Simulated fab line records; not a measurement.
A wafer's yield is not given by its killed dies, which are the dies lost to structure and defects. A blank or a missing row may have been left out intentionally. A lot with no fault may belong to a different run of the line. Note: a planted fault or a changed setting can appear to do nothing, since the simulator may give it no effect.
Which tool was responsible? / flow sky130 / 6 lots, 18 wafers sampled, at 3 steps of a route of 708

WHAT THE GAUGES READ, wafer by wafer
SKY_LDD_HVN_TW_MEAS_10.
lot=L273; measured=day 20 22:19; on=film_metro-02; LDD_HVN_TW=1428 1438 1432
lot=L275; measured=day 21 14:40; on=film_metro-04; LDD_HVN_TW=1453 1454 1452
lot=L284; measured=day 26 04:17; on=film_metro-04; LDD_HVN_TW=3021 3011 3016 3020 3033 3019
lot=L287; measured=day 26 21:13; on=film_metro-01; LDD_HVN_TW=2949 2946 2938 2956 2946 2947
lot=L291; measured=day 27 14:16; on=film_metro-01; LDD_HVN_TW=1413 1423 1416
lot=L293; measured=day 28 05:07; on=film_metro-04; LDD_HVN_TW=1438 1456 1452

WHICH TOOL RAN EACH LOT (tool, then ch and the chambers of the sampled wafers, then the start)
lot=L273; SKY_RES_PROTECT_STRIP_07=plasma_asher-02 ch 0,1, day 15 15:39; SKY_LDD_HVN_IMPLANT_08=implanter-01 ch 0, day 20 22:04
lot=L275; SKY_RES_PROTECT_STRIP_07=plasma_asher-03 ch 0,1, day 16 07:35; SKY_LDD_HVN_IMPLANT_08=implanter-03 ch 0, day 21 14:25
lot=L284; SKY_RES_PROTECT_STRIP_07=plasma_asher-03 ch 0,1, day 21 00:01; SKY_LDD_HVN_IMPLANT_08=implanter-03 ch 0, day 26 04:04
lot=L287; SKY_RES_PROTECT_STRIP_07=plasma_asher-02 ch 0,1, day 21 14:56; SKY_LDD_HVN_IMPLANT_08=implanter-03 ch 0, day 26 20:58
lot=L291; SKY_RES_PROTECT_STRIP_07=plasma_asher-02 ch 0,1, day 22 10:58; SKY_LDD_HVN_IMPLANT_08=implanter-02 ch 0, day 27 14:04
lot=L293; SKY_RES_PROTECT_STRIP_07=plasma_asher-04 ch 0,1, day 23 02:23; SKY_LDD_HVN_IMPLANT_08=implanter-02 ch 0, day 28 04:52
- SKY_RES_PROTECT_STRIP_07: strips in O2/N2.
- SKY_LDD_HVN_IMPLANT_08

THE ANSWER, worked out from the rows above alone
Rule: what is usual is taken from the lots themselves. The widest of any qualifying gaps counts: lots, ordered by their means at a reading, are off when they make up no more than a third of the lots, leave a main group of 4 or more, and stand apart from it by 3 or more times the standard deviation of that group's means. A main group is skipped when, at the precision printed for the reading in the tables above, its means are all equal. Also off: a lot with no number at a reading for which 4 or more lots have one. Where the step has rows for the other lots, those lots are counted as sound.
Off: L284, L287, at SKY_LDD_HVN_TW_MEAS_10 (LDD_HVN_TW). The main group: mean 1438, standard deviation 14.
A tool fits if, at a process step before that reading, it ran every lot that is off, and no sound lot after the first of them. Those tools and the gauges at SKY_LDD_HVN_TW_MEAS_10 are tried in the same way. One fits: SKY_LDD_HVN_IMPLANT_08 on implanter-03. Its last sound lot is L275 (day 21 14:25), its first lot that is off L284 (day 26 04:04): a fault that began between those two fits.

WHAT WAS PUT IN BY THE SIMULATOR
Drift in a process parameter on implanter-03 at SKY_LDD_HVN_IMPLANT_08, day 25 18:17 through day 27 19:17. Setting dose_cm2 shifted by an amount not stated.
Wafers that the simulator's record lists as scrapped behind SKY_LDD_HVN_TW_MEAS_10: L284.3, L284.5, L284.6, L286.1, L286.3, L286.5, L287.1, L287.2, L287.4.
Shown lots that were struck: L284, L287. The same result came from the rule above.
